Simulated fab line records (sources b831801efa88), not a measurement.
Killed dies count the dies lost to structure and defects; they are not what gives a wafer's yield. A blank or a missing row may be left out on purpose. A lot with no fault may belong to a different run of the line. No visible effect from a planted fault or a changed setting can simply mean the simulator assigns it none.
Chamber matching || flow gf180mcu || 4 sister chambers for GF_V2_CMP_04 on cmp-01
The step polishes SiO2. 18 wafers are shown with their chamber, then 9 later ones without.

## WAFERS WITH THEIR CHAMBER
{"wafer": "L468.1", "chamber": 1, "motor_current_A (A)": 11.6, "time_to_endpoint_s (s)": 86}
{"wafer": "L468.2", "chamber": 3, "motor_current_A (A)": 13.5, "time_to_endpoint_s (s)": 84}
{"wafer": "L468.4", "chamber": 2, "motor_current_A (A)": 13.2, "time_to_endpoint_s (s)": 86}
{"wafer": "L469.2", "chamber": 2, "motor_current_A (A)": 12.0, "time_to_endpoint_s (s)": 81}
{"wafer": "L469.4", "chamber": 0, "motor_current_A (A)": 10.6, "time_to_endpoint_s (s)": 88}
{"wafer": "L469.5", "chamber": 2, "motor_current_A (A)": 12.3, "time_to_endpoint_s (s)": 87}
{"wafer": "L472.1", "chamber": 2, "motor_current_A (A)": 12.6, "time_to_endpoint_s (s)": 82}
{"wafer": "L472.2", "chamber": 3, "motor_current_A (A)": 14.2, "time_to_endpoint_s (s)": 86}
{"wafer": "L472.3", "chamber": 0, "motor_current_A (A)": 10.1, "time_to_endpoint_s (s)": 84}
{"wafer": "L473.1", "chamber": 0, "motor_current_A (A)": 10.5, "time_to_endpoint_s (s)": 87}
{"wafer": "L473.4", "chamber": 1, "motor_current_A (A)": 11.6, "time_to_endpoint_s (s)": 87}
{"wafer": "L473.6", "chamber": 1, "motor_current_A (A)": 11.6, "time_to_endpoint_s (s)": 93}
{"wafer": "L474.1", "chamber": 3, "motor_current_A (A)": 13.5, "time_to_endpoint_s (s)": 88}
{"wafer": "L474.2", "chamber": 2, "motor_current_A (A)": 12.4, "time_to_endpoint_s (s)": 86}
{"wafer": "L474.4", "chamber": 1, "motor_current_A (A)": 10.5, "time_to_endpoint_s (s)": 90}
{"wafer": "L478.2", "chamber": 1, "motor_current_A (A)": 11.8, "time_to_endpoint_s (s)": 82}
{"wafer": "L478.5", "chamber": 0, "motor_current_A (A)": 10.3, "time_to_endpoint_s (s)": 90}
{"wafer": "L478.6", "chamber": 3, "motor_current_A (A)": 14.3, "time_to_endpoint_s (s)": 88}

SIGNATURES, as means of the wafers listed above
{"reading": "motor_current_A", "chamber 0": 10.375, "chamber 1": 11.420, "chamber 2": 12.500, "chamber 3": 13.875, "scatter within a chamber": 0.431}
{"reading": "time_to_endpoint_s", "chamber 0": 87.25, "chamber 1": 87.60, "chamber 2": 84.40, "chamber 3": 86.50, "scatter within a chamber": 3.03}
Rule: distance of a wafer from a chamber = root of the sum over the readings of ((wafer's reading minus chamber's mean) / reading's scatter) squared. The wafer belongs to the nearest chamber; if the next one is less than 2 further off, it can't be placed. How the scatter is found: for the shown wafers, subtract from each reading the mean of its chamber, square and add these, divide the total by (wafers less chambers), then take the root.

## WAFERS MISSING THEIR CHAMBER
{"wafer": "L480.3", "motor_current_A (A)": 14.1, "time_to_endpoint_s (s)": 77}
{"wafer": "L480.4", "motor_current_A (A)": 10.0, "time_to_endpoint_s (s)": 85}
{"wafer": "L480.6", "motor_current_A (A)": 12.2, "time_to_endpoint_s (s)": 90}
{"wafer": "L482.2", "motor_current_A (A)": 13.9, "time_to_endpoint_s (s)": 83}
{"wafer": "L482.4", "motor_current_A (A)": 10.6, "time_to_endpoint_s (s)": 82}
{"wafer": "L482.6", "motor_current_A (A)": 12.2, "time_to_endpoint_s (s)": 77}
{"wafer": "L490.2", "motor_current_A (A)": 12.5, "time_to_endpoint_s (s)": 79}
{"wafer": "L490.5", "motor_current_A (A)": 14.7, "time_to_endpoint_s (s)": 84}
{"wafer": "L490.6", "motor_current_A (A)": 13.0, "time_to_endpoint_s (s)": 83}

## WHICH CHAMBER EACH ONE RAN IN
{"wafer": "L480.3", "from the rows above": "can't be placed: 3 or 2", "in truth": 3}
{"wafer": "L480.4", "from the rows above": 0, "in truth": 0}
{"wafer": "L480.6", "from the rows above": "can't be placed: 1 or 2", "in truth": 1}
{"wafer": "L482.2", "from the rows above": 3, "in truth": 3}
{"wafer": "L482.4", "from the rows above": "can't be placed: 0 or 1", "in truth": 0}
{"wafer": "L482.6", "from the rows above": "can't be placed: 2 or 1", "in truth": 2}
{"wafer": "L490.2", "from the rows above": 2, "in truth": 2}
{"wafer": "L490.5", "from the rows above": 3, "in truth": 3}
{"wafer": "L490.6", "from the rows above": "can't be placed: 2 or 3", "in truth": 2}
Correctly placed: 4 of 9. Not placeable from these rows: 5 (in 5, the candidates include the true chamber). Wrongly placed: 0.
